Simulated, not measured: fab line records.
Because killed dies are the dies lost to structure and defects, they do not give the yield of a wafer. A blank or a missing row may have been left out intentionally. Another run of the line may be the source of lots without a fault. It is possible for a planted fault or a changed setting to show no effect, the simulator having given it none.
fab line records ; flow sky130
record lots=12; wafers=36; last_day=50
route steps=708 shown VT_ADJUST_HVTP@95 POLY_GATE@227 LDD_HVN@274 PAD_OPEN@708
lots that met no fault: taken from a fault-free run of the same line
start_h: hours from the record's opening day to when the first of the lot's shown wafers began ; wait_h: hours elapsed since this lot's preceding step ; " unchanged from the row above ; L1.1+2: a row that stands for several wafers ; - no value, or no start was given ; * or withheld: withheld ; < > ~ a bound
route shown NAME@n: NAME is a module with steps in the file, n the number in the route of the first one ; usual: average and standard deviation across the fault-free wafers ; same: alike in all rows ; chamber/n: place in a boat ; sites: per-site readings ; _std_site: the values' standard deviation ; _edge_site: mean of outer sites minus mean of inner sites ; radius_mm: how far each site lies from the wafer's centre ; mask NAME#n: copy n ; behind: the last tool/chamber to shape the wafer ; hold: why the lot went on hold/how many hours it stayed there/how the hold came to an end ; device: the transistor (n, p or np) that didn't switch ; end of line: the tests these same wafers got at the end of their route ; a step with no rows: only its recipe ; killed: not the wafer's yield, but the dies lost to structure and defects at the first sort ; map: shows each die of a wafer: x if killed, . if not, _ if none is there
set.NAME: the setting that was run; set.NAME@STEP: the one run at that earlier step ; model.NAME: the simulator's own value behind a step, which no gauge read
steps of the route over a sample of lots; a table a step, a row a wafer
services: a tool's chamber out of use, with start hour (start_h, from the record's first day; less than 0 if before it), hours out, and reason
## steps
# step SKY_VT_ADJUST_HVTP_STRIP_10
# recipe chemistry=O2/N2; power_w=1400; pressure_mtorr=1500; platen_temp_c=withheld; o2_flow_sccm=3000; n2_flow_sccm=300; overash_fraction=0.5
# usual drypump_motor_current_A=5.87/0.3; oes_product_au=0.716/0.005; strip_time_to_endpoint_s=14.19/0.045
lot.wafer;tool;chamber;start_h;wait_h;drypump_motor_current_A;oes_product_au;rf_hours_counter_h;strip_time_to_endpoint_s
L215.3;plasma_asher-01;1;125.98;0.1;5.88;0.716;-;14.23
L215.5;plasma_asher-01;1;125.98;0.1;5.87;0.724;-;14.21
L215.6;plasma_asher-01;0;125.98;0.1;5.76;0.712;-;14.24
L216.2;plasma_asher-01;1;128.50;0.1;5.87;0.708;1;14.23
L216.3;plasma_asher-01;0;128.50;0.1;5.76;0.715;-;14.27
L216.4;plasma_asher-01;1;128.50;0.1;5.86;0.713;-;14.25
L217.2;plasma_asher-01;0;131.40;0.1;5.75;0.712;1;14.22
L217.3;plasma_asher-01;0;131.40;0.1;5.75;0.714;-;14.22
L217.6;plasma_asher-01;0;131.40;0.1;5.74;0.724;-;14.24
L218.1;plasma_asher-02;0;138.79;0.1;5.53;0.716;47;14.20
L218.4;plasma_asher-02;1;138.79;0.1;5.58;0.710;-;14.25
L218.6;plasma_asher-02;0;138.79;0.1;5.53;0.720;-;14.22
L219.2;plasma_asher-02;0;142.20;0.1;5.54;0.715;47;14.14
L219.5;plasma_asher-02;1;142.20;0.1;5.58;0.713;-;14.14
L219.6;plasma_asher-02;0;142.20;0.1;5.53;0.727;-;14.16
L220.1;plasma_asher-03;0;153.94;0.1;6.10;0.714;44;14.22
L220.3;plasma_asher-03;1;153.94;0.1;6.43;0.720;-;14.21
L220.6;plasma_asher-03;1;153.94;0.1;6.45;0.716;-;14.25
L221.2;plasma_asher-01;0;159.95;0.1;5.75;0.722;5;14.16
L221.4;plasma_asher-01;0;159.95;0.1;5.76;0.714;-;14.12
L221.6;plasma_asher-01;0;159.95;0.1;5.74;0.715;-;14.17
L224.1;plasma_asher-01;0;179.68;0.1;5.75;0.721;7;14.18
L224.5;plasma_asher-01;0;179.68;0.1;5.75;0.717;-;14.23
L224.6;plasma_asher-01;1;179.68;0.1;5.87;0.713;-;14.19
L226.1;plasma_asher-01;0;190.44;0.1;5.75;0.710;8;14.11
L226.2;plasma_asher-01;1;190.44;0.1;5.89;0.719;8;14.14
L226.3;plasma_asher-01;0;190.44;0.1;5.76;0.705;-;14.18
L235.1;plasma_asher-03;1;249.70;0.1;6.48;0.717;53;14.18
L235.4;plasma_asher-03;1;249.70;0.1;6.45;0.712;-;14.16
L235.6;plasma_asher-03;1;249.70;0.1;6.48;0.722;-;14.16
L237.3;plasma_asher-03;0;262.33;0.1;6.08;0.718;-;14.22
L237.4;plasma_asher-03;1;262.33;0.1;6.45;0.717;-;14.26
L237.5;plasma_asher-03;0;262.33;0.1;6.08;0.708;-;14.25
L238.1;plasma_asher-03;1;268.42;0.1;6.45;0.716;55;14.21
L238.3;plasma_asher-03;1;268.42;0.1;6.44;0.715;-;14.25
L238.5;plasma_asher-03;1;268.42;0.1;6.44;0.715;-;14.23
# step SKY_POLY_GATE_CD_MEAS_13
# recipe target_cd_nm=150
# usual cd_nm=151.0/1.5
lot.wafer;tool;chamber;start_h;wait_h;cd_nm
L215.3;cd_sem-02;-;370.74;-;147.7
L215.5;cd_sem-02;-;370.74;-;147.3
L215.6;cd_sem-02;-;370.74;-;147.1
L216.2;cd_sem-02;-;374.24;-;150.3
L216.3;cd_sem-02;-;374.24;-;149.5
L216.4;cd_sem-02;-;374.24;-;151.7
L217.2;cd_sem-02;-;384.46;-;149.9
L217.3;cd_sem-02;-;384.46;-;151.2
L217.6;cd_sem-02;-;384.46;-;149.6
L218.1;cd_sem-02;-;391.79;-;153.8
L218.4;cd_sem-02;-;391.79;-;153.3
L218.6;cd_sem-02;-;391.79;-;151.2
L219.2;cd_sem-02;-;406.61;-;150.2
L219.5;cd_sem-02;-;406.61;-;148.6
L219.6;cd_sem-02;-;406.61;-;149.8
L220.1;cd_sem-02;-;411.17;-;149.7
L220.3;cd_sem-02;-;411.17;-;149.0
L220.6;cd_sem-02;-;411.17;-;149.6
L221.2;cd_sem-01;-;420.81;-;150.8
L221.4;cd_sem-01;-;420.81;-;152.9
L221.6;cd_sem-01;-;420.81;-;151.5
L224.1;cd_sem-01;-;452.49;-;149.1
L224.5;cd_sem-01;-;452.49;-;148.2
L224.6;cd_sem-01;-;452.49;-;147.6
L226.1;cd_sem-02;-;466.79;-;151.5
L226.2;cd_sem-02;-;466.79;-;152.5
L226.3;cd_sem-02;-;466.79;-;152.0
L235.1;cd_sem-02;-;541.29;-;150.8
L235.4;cd_sem-02;-;541.29;-;151.9
L235.6;cd_sem-02;-;541.29;-;151.9
L237.3;cd_sem-01;-;558.91;-;152.4
L237.4;cd_sem-01;-;558.91;-;151.4
L237.5;cd_sem-01;-;558.91;-;152.9
L238.1;cd_sem-02;-;567.79;-;150.4
L238.3;cd_sem-02;-;567.79;-;150.2
L238.5;cd_sem-02;-;567.79;-;149.7
# step SKY_POLY_GATE_ETCH_17
# recipe target_depth_nm=180; stop_on=SiO2; over_etch_frac=0.56667; chemistry=HBr/Cl2; target=poly-Si; icp_w=400; bias_w=100; pressure_mtorr=10; HBr_flow_sccm=150; Cl2_flow_sccm=50; time_s=70.5
# usual drypump_motor_current_A=5.7/0.39; oes_product_au=0.989/0.0059; run_length_s=99.0/0.39; throttle_valve_pct=33.685/0.0086
lot.wafer;tool;chamber;start_h;wait_h;drypump_motor_current_A;oes_product_au;rf_hours_counter_h;run_length_s;throttle_valve_pct
L215.3;rie_si-02;3;371.03;0.0;5.2;0.990;1;99.8;33.688
L215.5;rie_si-02;3;371.03;0.0;5.2;0.978;-;99.7;33.688
L215.6;rie_si-02;2;371.03;0.0;6.4;0.985;-;98.2;33.699
L216.2;rie_si-02;3;374.56;0.0;5.2;0.985;1;99.4;33.687
L216.3;rie_si-02;1;374.56;0.0;5.3;0.990;40;99.3;33.668
L216.4;rie_si-02;0;374.56;0.0;5.6;0.991;80;99.0;33.678
L217.2;rie_si-01;2;384.78;0.0;5.4;0.978;2;99.0;33.693
L217.3;rie_si-01;3;384.78;0.0;5.4;0.995;2;99.0;33.687
L217.6;rie_si-01;2;384.78;0.0;5.5;0.988;-;99.5;33.671
L218.1;rie_si-01;3;392.13;0.0;5.4;0.993;2;99.7;33.677
L218.4;rie_si-01;1;392.13;0.0;6.1;0.986;4;99.3;33.692
L218.6;rie_si-01;0;392.13;0.0;6.0;0.990;-;98.7;33.697
L219.2;rie_si-02;3;406.93;0.0;5.2;0.991;1;99.4;33.701
L219.5;rie_si-02;1;406.93;0.0;5.3;0.983;-;98.8;33.679
L219.6;rie_si-02;2;406.93;0.0;6.3;0.991;-;98.2;33.675
L220.1;rie_si-01;3;411.51;0.0;5.4;0.981;2;99.4;33.687
L220.3;rie_si-01;2;411.51;0.0;5.5;0.991;3;99.0;33.695
L220.6;rie_si-01;3;411.51;0.0;5.4;1.001;-;99.4;33.679
L221.2;rie_si-01;0;421.13;0.0;5.9;0.984;4;98.5;33.694
L221.4;rie_si-01;3;421.13;0.0;5.3;0.990;2;99.1;33.699
L221.6;rie_si-01;2;421.13;0.0;5.5;1.000;-;99.0;33.693
L224.1;rie_si-01;0;452.83;0.0;5.9;0.989;5;98.5;33.690
L224.5;rie_si-01;1;452.83;0.0;6.1;0.987;-;99.3;33.678
L224.6;rie_si-01;0;452.83;0.0;5.9;0.982;-;98.6;33.685
L226.1;rie_si-01;2;467.13;0.0;5.5;0.995;3;99.3;33.692
L226.2;rie_si-01;3;467.13;0.0;5.4;0.961;3;102.4;33.698
L226.3;rie_si-01;1;467.13;0.0;6.1;0.992;5;99.3;33.698
L235.1;rie_si-01;2;541.63;0.0;5.5;0.990;3;99.1;33.687
L235.4;rie_si-01;0;541.63;0.0;5.9;0.991;5;98.5;33.683
L235.6;rie_si-01;0;541.63;0.0;5.9;0.993;-;98.6;33.689
L237.3;rie_si-01;3;559.21;0.0;5.4;0.992;3;99.7;33.691
L237.4;rie_si-01;1;559.21;0.0;6.1;0.976;6;99.0;33.680
L237.5;rie_si-01;2;559.21;0.0;5.5;0.994;-;99.0;33.679
L238.1;rie_si-02;0;568.13;0.0;5.6;0.990;0;98.5;33.671
L238.3;rie_si-02;2;568.13;0.0;6.3;0.994;6;98.9;33.688
L238.5;rie_si-02;2;568.13;0.0;6.4;0.978;-;98.4;33.692
# step SKY_LDD_HVN_OVL_MEAS_07
# usual LDD_HVN_OVL=1.1/1.3
lot.wafer;tool;chamber;start_h;wait_h;LDD_HVN_OVL[nm]
L215.3;overlay-02;-;463.41;0.1;0.8
L215.5;overlay-02;-;463.41;0.1;0.0
L215.6;overlay-02;-;463.41;0.1;0.2
L216.2;overlay-02;-;467.15;0.1;1.0
L216.3;overlay-02;-;467.15;0.1;3.3
L216.4;overlay-02;-;467.15;0.1;1.4
L217.2;overlay-01;-;477.35;0.1;1.7
L217.3;overlay-01;-;477.35;0.1;1.3
L217.6;overlay-01;-;477.35;0.1;-0.1
L218.1;overlay-02;-;484.69;0.1;0.4
L218.4;overlay-02;-;484.69;0.1;1.0
L218.6;overlay-02;-;484.69;0.1;2.7
L219.2;overlay-01;-;500.34;0.1;1.0
L219.5;overlay-01;-;500.34;0.1;1.1
L219.6;overlay-01;-;500.34;0.1;1.0
L220.1;overlay-01;-;507.99;0.1;2.4
L220.3;overlay-01;-;507.99;0.1;4.5
L220.6;overlay-01;-;507.99;0.1;3.7
L221.2;overlay-01;-;517.39;0.1;2.0
L221.4;overlay-01;-;517.39;0.1;2.8
L221.6;overlay-01;-;517.39;0.1;3.1
L224.1;overlay-01;-;546.87;0.1;1.3
L224.5;overlay-01;-;546.87;0.1;-0.5
L224.6;overlay-01;-;546.87;0.1;-0.6
L226.1;overlay-02;-;561.14;0.1;0.5
L226.2;overlay-02;-;561.14;0.1;-2.3
L226.3;overlay-02;-;561.14;0.1;1.2
L235.1;overlay-01;-;632.82;0.1;-1.8
L235.4;overlay-01;-;632.82;0.1;1.3
L235.6;overlay-01;-;632.82;0.1;-1.6
L237.3;overlay-02;-;651.06;0.1;3.1
L237.4;overlay-02;-;651.06;0.1;1.1
L237.5;overlay-02;-;651.06;0.1;1.1
L238.1;overlay-01;-;659.99;0.1;1.0
L238.3;overlay-01;-;659.99;0.1;-0.7
L238.5;overlay-01;-;659.99;0.1;-0.5
# step SKY_PAD_OPEN_PROBE_99
# usual killed_at_M0_to_M3=43/7.3; killed_at_M4_up=3.1/1.8; killed_at_contacts=24/5.4; killed_at_front_end=15/4.1; killed_at_other=0.2/0.52; killed_dies=86/10; killed_open=47/7.3; killed_short=39/6.4
# same gross_dies=492; killed_at_back_side=0
lot.wafer;tool;chamber;start_h;wait_h;killed_at_M0_to_M3;killed_at_M4_up;killed_at_contacts;killed_at_front_end;killed_at_other;killed_dies;killed_open;killed_short
L221.2;prober-01;-;1116.36;0.1;53;1;18;16;0;88;44;44
L221.4;prober-01;-;1116.46;0.2;48;1;23;24;0;96;60;36
L221.6;prober-01;-;1116.56;0.2;62;2;26;21;1;112;58;53
# killed by level:class
L221.2 VIA1:geometric_particle:short=10 VIA1:geometric_particle:open=10 LI_CONTACT:geometric_particle:open=7 METAL2:geometric_particle:short=6 METAL1:geometric_particle:short=5 VIA2:geometric_particle:open=5 VIA3:geometric_particle:open=5 FIELD_ISO:geometric_particle:open=4
L221.4 VIA1:geometric_particle:open=12 LI_CONTACT:geometric_particle:open=10 CONTACT:geometric_particle:open=9 FIELD_ISO:geometric_particle:open=7 POLY_GATE:geometric_particle:open=6 METAL1:geometric_particle:short=6 FIELD_ISO:geometric_particle:short=4 METAL3:geometric_particle:short=4
L221.6 VIA1:geometric_particle:open=16 CONTACT:geometric_particle:open=11 METAL2:geometric_particle:short=10 LI_CONTACT:geometric_particle:open=9 FIELD_ISO:geometric_particle:short=8 METAL1:geometric_particle:short=8 VIA2:geometric_particle:open=7 VIA1:geometric_particle:short=6
## services
tool;chamber;start_h;hours;kind
plasma_asher-01;-;108.75;9.0;pm
plasma_asher-03;-;136.41;10.1;repair
plasma_asher-02;-;153.01;2.8;pm
plasma_asher-02;-;166.44;1.6;repair
rie_si-02;0;183.50;6.7;repair
plasma_asher-03;-;214.73;5.4;repair
rie_si-02;0;226.51;2.1;repair
rie_si-02;1;232.21;3.5;repair
plasma_asher-01;-;269.37;3.2;repair
rie_si-01;1;276.26;3.9;repair
rie_si-02;0;300.61;29.0;repair
rie_si-01;0;317.49;4.2;repair
plasma_asher-01;-;334.71;2.2;repair
plasma_asher-01;-;359.88;2.8;pm
rie_si-02;2;413.64;4.3;repair
rie_si-02;0;414.22;3.6;repair
rie_si-02;-;415.39;14.6;pm
rie_si-02;2;437.99;2.3;repair
plasma_asher-01;-;450.94;0.7;repair
plasma_asher-03;-;460.92;0.6;repair
rie_si-02;-;469.94;2.8;pm
plasma_asher-03;-;503.55;15.6;pm
plasma_asher-01;-;506.51;0.8;repair
rie_si-01;2;554.52;1.6;repair
## key
first_sign step=SKY_POLY_GATE_ETCH_17; reading=run_length_s; direction=up; sigmas=9; usual=*; struck=*
effect step=SKY_POLY_GATE_ETCH_17; reading=oes_product_au; direction=down; sigmas=4.7; usual=0.989; struck=0.961
met_at SKY_POLY_GATE_ETCH_17
struck_lots L226
struck_wafers L226.2
tester_left_out L226
not_acting_at SKY_VT_ADJUST_HVTP_STRIP_10,SKY_POLY_GATE_CD_MEAS_13,SKY_LDD_HVN_OVL_MEAS_07
onset_between 421.13 467.13
fault kind=process_parameter_drift; tool=rie_si-01; chamber=3; onset_h=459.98; steps=SKY_POLY_GATE_ETCH_17; channel=time_s; offset=*; shape=step; end_h=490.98; acts_in=*; stated=*
# tester_left_out: of these lots the tester's yield and bins aren't shown, on N5 and GAA mostly nor the transistor test; their killed dies are dies lost to structure and defects alone, not to doping, threshold or leakage, so they don't give the yield
